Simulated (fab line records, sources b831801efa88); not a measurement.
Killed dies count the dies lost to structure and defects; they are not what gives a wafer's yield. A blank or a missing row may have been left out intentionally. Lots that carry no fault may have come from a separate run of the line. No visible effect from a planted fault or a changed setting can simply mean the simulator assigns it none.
Problem report in the 8D (eight disciplines) form, filled by code :: flow sky130 :: the parts of the form that need people (team, actions taken, sign-off) are left out

== 1. THE ISSUE ==
Mean LDD_HVP_TW at SKY_LDD_HVP_TW_MEAS_10: 744.5 over 6 wafers in 2 lots; fault-free wafers: 457.3, standard deviation 2.7. So: +99 or more standard deviations from the usual mean.
First observed at day 29 04:53: wafer L100.2, on film_metro-04. At this step, 42 wafers from 14 lots have a number in the record. By rule, "out" or "out of limits" means more than 4 standard deviations away from the usual mean. The rest of the wafers with a number are treated as sound.

== 2. WHAT THIS IS AND IS NOT ==
question: which readings at this step
is: LDD_HVP_TW
is not: -

question: which lots
is: L100, L102
is not: L103, L980, L981, L982, L983, L984, L985, L987, L988, L991, L992, L995

question: which wafers of those lots
is: all that have a number
is not: -

question: read on which gauges
is: film_metro-03, film_metro-04
is not: film_metro-01

question: when
is: from day 29 04:53
is not: up to then (33 sound wafers); but 3 sound wafers of L103 came after

== 3. WHAT RULES OUT EACH SUSPECT ==
Counting: a tool at any process step up to the reading remains a suspect when it ran all the lots that are out and ran no sound lot after the first of those.
- ruled out: the gauge at SKY_LDD_HVP_TW_MEAS_10. The wafers that are out were read on 2 gauges (film_metro-03, film_metro-04).
- implanter-03 at SKY_LDD_HVP_IMPLANT_08: kept. It ran every lot that is out, first L100 (day 29 04:39), and no sound lot after that; its last sound lot up to then is L988 (day 24 23:17). On those wafers its own readings are out: dose_ions_cm2, faraday_current_uA.
After counting, what remains is implanter-03 at SKY_LDD_HVP_IMPLANT_08.

== 4. THE CAUSE (what the simulator had put in) ==
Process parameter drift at SKY_LDD_HVP_IMPLANT_08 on implanter-03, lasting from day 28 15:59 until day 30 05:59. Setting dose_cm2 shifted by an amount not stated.
After counting, this tool was the only one left.

== 5. SEQUENCE OF EFFECTS, ordered by route ==
Each row: a reading where the mean over the struck wafers with a number is more than 3 standard deviations away from the usual. Scope: only readings with a usual standard deviation given in the record; hours: median across lots of the time from each lot's start at the first step in this table that gives one to its start at this step; sigmas: change in usual standard deviations.
hours: 0
step: SKY_LDD_HVP_IMPLANT_08
reading: dose_ions_cm2
usual: 1.7005e+13
on struck wafers: 8.0639e+13
change: +6.3634e+13
sigmas: +99 or more

hours: 0
step: SKY_LDD_HVP_IMPLANT_08
reading: faraday_current_uA
usual: 96.2
on struck wafers: 452.9
change: +356.7
sigmas: +99 or more

hours: 0
step: SKY_LDD_HVP_TW_MEAS_10
reading: LDD_HVP_TW
usual: 457.3
on struck wafers: 744.5
change: +287.2
sigmas: +99 or more
Here are the process steps it includes:
- SKY_LDD_HVP_IMPLANT_08

== 6. HOW IT WOULD HAVE BEEN CAUGHT EARLIER ==
The first out-of-limits reading at a measuring or inspecting step in this record came at day 29 04:53, 13 hours after the fault's start at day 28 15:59.
At SKY_LDD_HVP_IMPLANT_08, the tool's own readings (dose_ions_cm2, faraday_current_uA) were out on each struck wafer the step has a row for, so an alarm limit on them would have fired on the first such wafer.
Of the lots that are out (2), L102 began SKY_LDD_HVP_IMPLANT_08 on implanter-03 after day 29 04:53. Putting the tool on hold at that point would have spared it.
